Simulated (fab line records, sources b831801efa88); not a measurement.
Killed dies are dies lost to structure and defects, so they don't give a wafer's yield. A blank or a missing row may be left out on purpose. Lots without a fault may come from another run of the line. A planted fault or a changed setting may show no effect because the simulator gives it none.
Which tool did it? | flow sky130 | 15 lots, 45 wafers sampled, at 1 step of a route of 708

WHAT THE GAUGES READ, wafer by wafer
SKY_METAL1_CD_MEAS_15: target cd 140 nm.
lot  | measured     | on        | cd_nm (nm)
L343 | day 32 21:02 | cd_sem-02 | 137.5 138.7 138.7
L344 | day 33 08:13 | cd_sem-02 | 139.4 138.1 139.2
L346 | day 34 21:47 | cd_sem-02 | 139.0 139.2 137.0
L347 | day 35 00:35 | cd_sem-02 | 137.2 139.0 137.4
L348 | day 35 03:02 | cd_sem-02 | 140.7 141.8 141.2
L355 | day 37 05:56 | cd_sem-02 | 141.3 141.7 141.7
L356 | day 37 14:28 | cd_sem-02 | 137.5 137.4 137.2
L357 | day 37 16:17 | cd_sem-01 | 138.8 139.5 139.6
L359 | day 38 08:52 | cd_sem-02 | 135.3 136.0 136.0
L360 | day 38 12:47 | cd_sem-02 | 139.3 139.1 139.0
L361 | day 38 16:59 | cd_sem-02 | 139.7 139.4 138.1
L362 | day 39 08:01 | cd_sem-01 | 138.5 136.6 137.9
L363 | day 39 13:49 | cd_sem-01 | 139.5 139.3 139.9
L364 | day 39 21:15 | cd_sem-02 | 141.1 140.6 140.7
L365 | day 40 07:18 | cd_sem-01 | 139.1 140.7 138.0

WHICH TOOL RAN EACH LOT (tool, then ch and the chambers of the sampled wafers, then the start)
The record holds no process step before these readings.

WHAT THE TOOLS THEMSELVES READ (means of the sampled wafers that have a number; where no wafer has one, the mark that the record gives instead)
The record holds no such reading with a usual standard deviation.

THE ANSWER, worked out from the rows above alone
Rule: what is usual is taken from the lots themselves. Put in order of their means at a reading, lots are off if they are a third of the lots or fewer, leave a main group of 4 or more, and stand apart from it by a gap of 3 or more times the standard deviation of the main group's means; of several such gaps the widest counts. A main group whose means are all the same, to the digits that the tables above print for the reading, isn't used. A lot without any number at a reading at which 4 lots or more have one is off too. The other lots that the step has rows for count as sound. The gauges are gone through in route order, then the tools' own readings, and for those a lot's mean is taken as printed above. The first step at which some lot is off is used, and at that step the reading that is off furthest; a lot without a number counts as furthest.
No lot is off at any reading shown: from this, nothing can be told.

WHAT THE SIMULATOR HAD PUT IN
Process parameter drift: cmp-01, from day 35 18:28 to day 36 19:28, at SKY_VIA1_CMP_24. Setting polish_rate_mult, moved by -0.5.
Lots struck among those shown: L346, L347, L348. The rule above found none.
